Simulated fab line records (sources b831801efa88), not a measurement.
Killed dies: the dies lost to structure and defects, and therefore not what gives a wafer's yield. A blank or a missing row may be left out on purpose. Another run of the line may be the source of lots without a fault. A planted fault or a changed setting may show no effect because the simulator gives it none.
Chamber matching -- flow sky130 -- rie diel-03 running SKY_METAL3_ETCH_17: 4 sister chambers
The step etches SiO2 in C4F8/O2/Ar, stops on TiN, time 3.9 s, target depth 15 nm. 4 wafers are shown with their chamber, then 9 later ones without.

== WAFERS, EACH WITH ITS CHAMBER ==
wafer,chamber,oes product au (a.u.)
L082.5,1,0.763
L085.5,2,0.754
L087.1,3,0.746
L087.5,0,0.756

== WAFERS WITH NO CHAMBER GIVEN ==
wafer,oes product au (a.u.)
L090.1,0.755
L090.3,0.746
L090.6,0.762
L091.1,0.754
L091.3,0.747
L091.4,0.750
L094.2,0.751
L094.4,0.757
L094.5,0.753

== CHAMBER TAKEN BY EACH ==
wafer,from the rows above,in truth
L090.1,can't be placed: 0 or 2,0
L090.3,3,3
L090.6,1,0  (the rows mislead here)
L091.1,can't be placed: 2 or 0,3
L091.3,3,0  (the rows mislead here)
L091.4,can't be placed: 2 or 3 or 0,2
L094.2,can't be placed: 2 or 0 or 3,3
L094.4,can't be placed: 0 or 2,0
L094.5,can't be placed: 2 or 0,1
Correctly placed: 1 of 9. Cannot be placed on the basis of these rows: 6; the candidates contain the true chamber in 4. 2 placed wrongly.
How it was worked out, from the rows above alone: a wafer's distance from a chamber is the root of the sum, over the readings, of the square of ((its reading less the chamber's mean) divided by the reading's scatter). The wafer belongs to the nearest chamber; if the next one is less than 2 further off, it can't be placed. A chamber's mean is the mean of its shown wafers. The scatter: with one shown wafer a chamber, the root of the mean of the squares of how far each hidden wafer lies from its nearest shown one.
